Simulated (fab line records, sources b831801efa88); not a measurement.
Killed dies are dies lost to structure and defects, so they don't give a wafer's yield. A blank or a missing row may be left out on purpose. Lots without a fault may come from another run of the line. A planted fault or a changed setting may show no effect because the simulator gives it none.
Chamber matching | flow sky130 | SKY_VIA2_CMP_24 on cmp-02: 4 sister chambers
The step polishes, stops on SiO2, t overpolish 20 s, target thk 0 nm. 8 wafers are shown with their chamber, then 8 later ones without.

WAFERS WITH THEIR CHAMBER
wafer  | chamber | motor_current_A (A) | time_to_endpoint_s (s)
L899.6 | 1       | 8.7                 | 101.7
L898.1 | 1       | 9.0                 | 96.9
L898.2 | 3       | 11.4                | 99.1
L898.4 | 0       | 12.4                | 106.0
L897.2 | 0       | 12.1                | 103.3
L897.4 | 2       | 12.7                | 102.5
L897.5 | 3       | 11.6                | 104.0
L900.3 | 2       | 12.2                | 102.1

WAFERS WITHOUT THEIR CHAMBER
wafer  | motor_current_A (A) | time_to_endpoint_s (s)
L900.4 | 11.4                | 107.1
L900.5 | 12.0                | 106.0
L906.2 | 8.8                 | 97.5
L906.3 | 11.4                | 99.9
L906.5 | 11.5                | 100.0
L910.2 | 12.2                | 103.4
L910.3 | 12.0                | 99.4
L910.5 | 12.0                | 99.7

WHICH CHAMBER EACH WENT THROUGH
wafer  | from the rows above          | in truth
L900.4 | can't be placed: 3 or 0      | 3
L900.5 | can't be placed: 0 or 2 or 3 | 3
L906.2 | 1                            | 1
L906.3 | 3                            | 3
L906.5 | 3                            | 3
L910.2 | can't be placed: 0 or 2      | 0
L910.3 | can't be placed: 2 or 3 or 0 | 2
L910.5 | can't be placed: 2 or 0 or 3 | 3
Placed correctly: 3 of 8. Can't be placed from these rows: 5 (the true chamber is among the candidates in 5). Placed wrongly: 0.
How it was worked out, from the rows above alone: a wafer's distance from a chamber is the root of the sum, over the readings, of the square of ((its reading less the chamber's mean) divided by the reading's scatter). The wafer belongs to the nearest chamber; if the next one is less than 2 further off, it can't be placed. A chamber's mean is the mean of its shown wafers. The scatter: the root of (the sum of the squares of (reading less its chamber's mean) over the shown wafers, divided by (wafers less chambers)).
